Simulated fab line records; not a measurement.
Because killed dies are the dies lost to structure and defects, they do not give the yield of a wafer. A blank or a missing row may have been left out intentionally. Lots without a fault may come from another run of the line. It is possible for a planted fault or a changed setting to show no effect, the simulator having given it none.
A lot that was struck, set against a sound lot / flow sfqLine / 13 out of 325 route steps
Sound: the wafers L757.1, L757.2, L757.5. Struck: wafers L772.2, L772.3, L772.4. Last of all comes the cause.
At each step with rows: each side's tool, then ch and its chambers, then its first start. Under that, the readings that differ: sound wafers / struck wafers / difference of the means / sigmas: that difference in standard deviations of wafers without a fault.
alike: readings whose means differ by less than 2 such deviations, and words and numbers that are the same on both sides. not compared: withheld readings, readings that some wafer has no value for, bounds like >300 that may hide the same value, and numbers for which the record gives no deviation and whose values overlap.
The two part at a step that has a row with sigmas, a row that says differs or no value, or rows on one side only. Non-overlapping numbers with no deviation appear without sigmas and do not part them. A reading missing from all wafers of one side parts the sides only when that side holds two or more wafers.

first, 2 steps without rows for these wafers: SFQ_TRILAYER_C5_STRIP_SOLV_CLEAN_156 (cleans in NMP, time 600 s); SFQ_TRILAYER_M6_DEP_PRE_CLEAN_158 (time 22.5 s).
SFQ_TRILAYER_M6_DEP_SPUTTER_157: material Nb, target thk 200 nm, time 133.3 s.
  sound on pvdSputter-06 at day 68 15:22; struck on pvdSputter-04 at day 73 17:25
  alike: throttleValvePct
SFQ_M6_RS_MEAS_938: a four-point-probe measurement.
  sound on filmMetro-01 at day 68 15:28; struck on filmMetro-01 at day 73 17:32
  alike: M6_NB_RS
then, 6 steps without rows for these wafers: SFQ_TRILAYER_M6_LITHO_COAT_164 (resist thk 62 nm); SFQ_TRILAYER_M6_LITHO_COAT_159 (resist thk 600 nm); SFQ_TRILAYER_M6_LITHO_SOFTBAKE_163; SFQ_TRILAYER_M6_LITHO_EXPOSE_160 (exposes mask M6, target cd 500 nm); SFQ_TRILAYER_M6_LITHO_PEB_162 (peb time 60 s); SFQ_TRILAYER_M6_LITHO_DEVELOP_161 (time 60 s).
-- the record jumps here: 4 days lie between the struck wafers' starts before and after --
SFQ_M6_OVL_MEAS_940:
  sound on overlay-01 at day 73 05:34; struck on overlay-02 at day 78 05:24
  alike: M6_OVL
SFQ_TRILAYER_M6_BARC_OPEN_METAL_ETCH_206: etches BARC in O2, target depth 125 nm, time 41.7 s.
  sound on rieMetal-03 ch 0,1, day 73 05:36; struck on rieMetal-02 ch 0,1, day 78 05:26
reading=biasW (W); sound=80.32 80.12 79.94; struck=86.68 86.91 86.60; difference=+6.60; sigmas=+29
  alike: drypumpMotorCurrentA, oesProductAu
  not compared: rfHoursCounterH
SFQ_TRILAYER_M6_ETCH_METAL_ETCH_162: etches Nb in Cl2/Ar, stops on SiO2, target depth 240 nm, time 120 s.
  sound on rieMetal-03 ch 0,1, day 73 05:40; struck on rieMetal-02 ch 0,1, day 78 05:29
  alike: biasW, drypumpMotorCurrentA, oesProductAu
  not compared: rfHoursCounterH

## WHERE THEY PART
SFQ_TRILAYER_M6_BARC_OPEN_METAL_ETCH_206 only, going by this record. Later steps at which nothing parts them and some readings are alike: SFQ_TRILAYER_M6_ETCH_METAL_ETCH_162.

WHY: whatever the simulator had introduced
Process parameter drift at SFQ_TRILAYER_M6_BARC_OPEN_METAL_ETCH_206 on rieMetal-02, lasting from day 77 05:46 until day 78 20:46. Setting biasW shifted by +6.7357 from 80. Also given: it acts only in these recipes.
